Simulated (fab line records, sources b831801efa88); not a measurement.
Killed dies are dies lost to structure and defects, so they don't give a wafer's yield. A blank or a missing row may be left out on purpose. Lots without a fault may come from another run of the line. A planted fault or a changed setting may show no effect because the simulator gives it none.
Which tool did it? | flow sky130 | 12 lots, 36 wafers sampled, at 1 step of a route of 708

WHAT THE GAUGES READ, wafer by wafer
SKY_SD_N_OVL_MEAS_08.
lot  | measured     | on         | SD_N_OVL (nm)
L600 | day 28 17:17 | overlay-01 | -0.2 -1.4 -1.4
L601 | day 29 02:59 | overlay-01 | 0.2 0.9 -0.1
L603 | day 29 13:40 | overlay-01 | -0.8 -1.1 1.1
L605 | day 30 07:22 | overlay-01 | -3.3 -3.6 -3.2
L606 | day 30 14:01 | overlay-01 | -0.5 -2.1 -1.8
L607 | day 30 22:19 | overlay-02 | 0.4 -0.9 -2.6
L608 | day 31 15:06 | overlay-01 | -1.1 -2.5 -2.2
L617 | day 34 04:08 | overlay-02 | -0.9 -1.3 -1.9
L618 | day 34 14:34 | overlay-02 | 0.8 -0.1 1.0
L619 | day 34 20:03 | overlay-02 | -0.2 -1.0 -0.9
L620 | day 35 02:15 | overlay-01 | -3.5 -2.2 -1.7
L621 | day 35 23:22 | overlay-02 | -1.5 -1.3 -0.5

WHICH TOOL RAN EACH LOT (tool, then ch and the chambers of the sampled wafers, then the start)
The record holds no process step before these readings.

WHAT THE TOOLS THEMSELVES READ (means of the sampled wafers that have a number; where no wafer has one, the mark that the record gives instead)
The record holds no such reading with a usual standard deviation.

THE ANSWER, worked out from the rows above alone
Rule: what is usual is taken from the lots themselves. Put in order of their means at a reading, lots are off if they are a third of the lots or fewer, leave a main group of 4 or more, and stand apart from it by a gap of 3 or more times the standard deviation of the main group's means; of several such gaps the widest counts. A main group whose means are all the same, to the digits that the tables above print for the reading, isn't used. A lot without any number at a reading at which 4 lots or more have one is off too. The other lots that the step has rows for count as sound. The gauges are gone through in route order, then the tools' own readings, and for those a lot's mean is taken as printed above. The first step at which some lot is off is used, and at that step the reading that is off furthest; a lot without a number counts as furthest.
No lot is off at any reading shown: from this, nothing can be told.

WHAT THE SIMULATOR HAD PUT IN
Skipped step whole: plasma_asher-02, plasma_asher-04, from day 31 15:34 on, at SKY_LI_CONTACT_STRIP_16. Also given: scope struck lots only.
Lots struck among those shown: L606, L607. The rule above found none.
